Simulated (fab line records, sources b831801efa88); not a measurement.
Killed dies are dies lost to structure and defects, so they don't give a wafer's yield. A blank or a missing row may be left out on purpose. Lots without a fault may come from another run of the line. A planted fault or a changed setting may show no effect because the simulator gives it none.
One fault seen from 2 desks | flow gf180mcu | each desk has only its own numbers; what lay behind them comes last

THE METROLOGY DESK
What the gauges read, lot by lot, whatever tool the lot ran on: means of the sampled wafers that have a number. A lot is out of limits, marked OUT, if its mean lies more than 4 standard deviations from the usual mean; the brackets give that distance.
Columns: A = V4_OVL at GF_V4_OVL_MEAS_15, usual 4 nm
lot  | first seen here | A
L715 | day 24 02:59    | 1
L716 | day 24 09:11    | 6
L717 | day 24 18:59    | 7
L719 | day 25 18:58    | -3
L727 | day 28 14:28    | 9
L728 | day 28 18:56    | 6
L729 | day 28 22:31    | 4
L730 | day 29 09:38    | -1
L732 | day 29 17:58    | -0
L735 | day 30 14:59    | 10
L738 | day 31 05:22    | -8
This desk's finding: nothing out of limits on any of the 11 lots.

THE TOOL OWNER'S DESK: cmp-02
The tool's own readings at GF_V4_CMP_26 (polishes, stops on SiO2, t overpolish 15 s, target thk 0 nm): means of the sampled wafers that have a number, for each lot that ran on this tool. A lot is out of limits, marked OUT, if its mean lies more than 4 standard deviations from the usual mean; the brackets give that distance.
Columns: A = motor_current_A at GF_V4_CMP_26, usual 11.0 A; B = overpolish_run_s at GF_V4_CMP_26, usual 15.000 s; C = time_to_endpoint_s at GF_V4_CMP_26, usual 86.0 s
lot  | first seen here | A    | B                        | C
L717 | day 24 20:20    | 11.7 | 14.996                   | 92.2
L727 | day 28 15:34    | 10.8 | 10.018 (-99 or more) OUT | 99.1 (+4.4) OUT
This desk's finding: out of limits on L727; first on L727, day 28 15:34 (overpolish_run_s at GF_V4_CMP_26). In limits: L717.

PUT TOGETHER
The tool owner's desk could have raised an alarm at day 28 15:34, on L727.
The metrology desk saw nothing out of limits.
The metrology desk has L727 on record, within its limits.
Of the lots named, all ran GF_V4_CMP_26 on cmp-02.

WHAT THE SIMULATOR HAD PUT IN
Process parameter drift: cmp-02, from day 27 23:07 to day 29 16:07, at GF_V4_CMP_26. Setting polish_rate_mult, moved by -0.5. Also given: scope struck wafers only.
Lots struck among those shown: L727.
Hours from the fault's start to each desk's first reading out of limits: the tool owner's desk, 16.
